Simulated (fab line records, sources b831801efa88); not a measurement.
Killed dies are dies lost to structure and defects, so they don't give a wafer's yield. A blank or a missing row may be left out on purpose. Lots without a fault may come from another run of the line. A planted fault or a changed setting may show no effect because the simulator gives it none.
Which tool did it? | flow gf180mcu | 13 lots, 39 wafers sampled, at 5 steps of a route of 602

WHAT THE GAUGES READ, wafer by wafer
GF_HV_LDD_TW_MEAS_11.
lot  | measured     | on            | HV_LDD_TW
L187 | day 10 00:55 | film_metro-01 | 2399 2390 2378
L190 | day 10 20:43 | film_metro-01 | 2848 2843 2831
L191 | day 11 03:17 | film_metro-04 | 2878 2887 2897
L192 | day 11 13:57 | film_metro-04 | 2427 2427 2421
L193 | day 11 19:45 | film_metro-04 | 2421 2428 2430
L200 | day 14 01:36 | film_metro-04 | 2430 2446 2440
L202 | day 14 12:25 | film_metro-01 | 2396 2406 2395
L203 | day 15 00:17 | film_metro-01 | 2388 2391 2374
L205 | day 15 11:34 | film_metro-04 | 2420 2433 2425
L206 | day 15 20:51 | film_metro-01 | 2389 2395 2387
L207 | day 16 01:02 | film_metro-01 | 2389 2373 2384
L209 | day 16 16:56 | film_metro-01 | 2388 2391 2375
L210 | day 17 03:41 | film_metro-01 | 2373 2372 2371

GF_HV_LDD_RS_MEAS_53: measures by four-point-probe.
lot  | measured     | on            | HV_LDD_RS (ohm/sq)
L187 | day 12 09:29 | film_metro-04 | 418.2 418.9 418.4
L190 | day 13 08:14 | film_metro-04 | 310.7 310.2 310.9
L191 | day 13 13:40 | film_metro-02 | 312.2 313.4 312.7
L192 | day 14 02:14 | film_metro-04 | 419.3 418.5 419.3
L193 | day 14 09:44 | film_metro-01 | 418.7 419.2 418.6
L200 | day 16 19:05 | film_metro-01 | 417.8 418.9 416.9
L202 | day 17 06:13 | film_metro-04 | 417.1 417.9 417.1
L203 | day 17 19:55 | film_metro-02 | 419.8 420.0 420.6
L205 | day 18 08:10 | film_metro-02 | 418.4 419.0 419.2
L206 | day 18 19:04 | film_metro-02 | 417.9 417.5 418.0
L207 | day 18 23:37 | film_metro-04 | 417.1 418.2 419.1
L209 | day 19 16:41 | film_metro-04 | 417.5 418.3 418.1
L210 | day 20 04:51 | film_metro-01 | 418.4 418.3 418.2

GF_CONTACT_THK_MEAS_26: measures by xrf.
lot  | measured     | on            | CONTACT_W_THK (nm)
L187 | day 16 02:08 | film_metro-04 | 295 293 289
L190 | day 17 05:20 | film_metro-04 | 286 290 290
L191 | day 17 09:44 | film_metro-01 | 294 291 288
L192 | day 17 23:59 | film_metro-01 | 291 291 294
L193 | day 18 10:11 | film_metro-04 | 292 295 292
L200 | day 21 02:44 | film_metro-04 | 289 291 289
L202 | day 21 11:38 | film_metro-02 | 295 295 298
L203 | day 22 03:20 | film_metro-04 | 294 290 285
L205 | day 22 18:44 | film_metro-02 | 292 293 294
L206 | day 23 01:31 | film_metro-01 | 288 291 289
L207 | day 23 04:37 | film_metro-04 | 292 291 296
L209 | day 23 22:17 | film_metro-02 | 299 295 295
L210 | day 24 09:04 | film_metro-02 | 293 291 292

WHICH TOOL RAN EACH LOT (tool, then ch and the chambers of the sampled wafers, then the start)
lot  | GF_HV_LDD_IMPLANT_09            | GF_CONTACT_SPUTTER_23
L187 | implanter-01 ch 0, day 10 00:40 | pvd_sputter-04, day 16 01:52
L190 | implanter-02 ch 0, day 10 20:10 | pvd_sputter-03, day 17 05:04
L191 | implanter-03 ch 0, day 11 02:41 | pvd_sputter-03, day 17 09:28
L192 | implanter-03 ch 0, day 11 13:43 | pvd_sputter-03, day 17 23:44
L193 | implanter-01 ch 0, day 11 19:30 | pvd_sputter-03, day 18 09:55
L200 | implanter-02 ch 0, day 14 01:22 | pvd_sputter-04, day 21 02:28
L202 | implanter-01 ch 0, day 14 12:12 | pvd_sputter-01, day 21 11:22
L203 | implanter-01 ch 0, day 15 00:02 | pvd_sputter-03, day 22 03:05
L205 | implanter-02 ch 0, day 15 11:21 | pvd_sputter-01, day 22 18:28
L206 | implanter-01 ch 0, day 15 20:36 | pvd_sputter-01, day 23 01:16
L207 | implanter-03 ch 0, day 16 00:47 | pvd_sputter-03, day 23 04:22
L209 | implanter-03 ch 0, day 16 16:41 | pvd_sputter-01, day 23 22:01
L210 | implanter-01 ch 0, day 17 03:26 | pvd_sputter-01, day 24 08:49
- GF_HV_LDD_IMPLANT_09
- GF_CONTACT_SPUTTER_23: material TiN, target thk 10 nm, time 40 s.

WHAT THE TOOLS THEMSELVES READ (means of the sampled wafers that have a number; where no wafer has one, the mark that the record gives instead)
GF_HV_LDD_IMPLANT_09.
lot  | tool         | beam_energy_keV
L187 | implanter-01 | 39.991
L190 | implanter-02 | 39.999
L191 | implanter-03 | 40.005
L192 | implanter-03 | 39.995
L193 | implanter-01 | 40.005
L200 | implanter-02 | 39.989
L202 | implanter-01 | 40.004
L203 | implanter-01 | 40.002
L205 | implanter-02 | 39.990
L206 | implanter-01 | 40.005
L207 | implanter-03 | 40.003
L209 | implanter-03 | 40.007
L210 | implanter-01 | 40.011

GF_CONTACT_SPUTTER_23.
lot  | tool           | throttle_valve_pct (%)
L187 | pvd_sputter-04 | 30.6
L190 | pvd_sputter-03 | 30.5
L191 | pvd_sputter-03 | 30.6
L192 | pvd_sputter-03 | 30.3
L193 | pvd_sputter-03 | 30.5
L200 | pvd_sputter-04 | 30.8
L202 | pvd_sputter-01 | 29.4
L203 | pvd_sputter-03 | 30.0
L205 | pvd_sputter-01 | 29.4
L206 | pvd_sputter-01 | 28.9
L207 | pvd_sputter-03 | 30.3
L209 | pvd_sputter-01 | 29.0
L210 | pvd_sputter-01 | 29.4

THE ANSWER, worked out from the rows above alone
Rule: what is usual is taken from the lots themselves. Put in order of their means at a reading, lots are off if they are a third of the lots or fewer, leave a main group of 4 or more, and stand apart from it by a gap of 3 or more times the standard deviation of the main group's means; of several such gaps the widest counts. A main group whose means are all the same, to the digits that the tables above print for the reading, isn't used. A lot without any number at a reading at which 4 lots or more have one is off too. The other lots that the step has rows for count as sound. The gauges are gone through in route order, then the tools' own readings, and for those a lot's mean is taken as printed above. The first step at which some lot is off is used, and at that step the reading that is off furthest; a lot without a number counts as furthest.
Off: L190, L191, at GF_HV_LDD_TW_MEAS_11 (HV_LDD_TW). The main group: mean 2402, standard deviation 22.
A tool fits if, at a process step before that reading, it ran every lot that is off, and no sound lot after the first of them. The gauges at GF_HV_LDD_TW_MEAS_11 are tried like those tools. None of those tried fits.

WHAT THE SIMULATOR HAD PUT IN
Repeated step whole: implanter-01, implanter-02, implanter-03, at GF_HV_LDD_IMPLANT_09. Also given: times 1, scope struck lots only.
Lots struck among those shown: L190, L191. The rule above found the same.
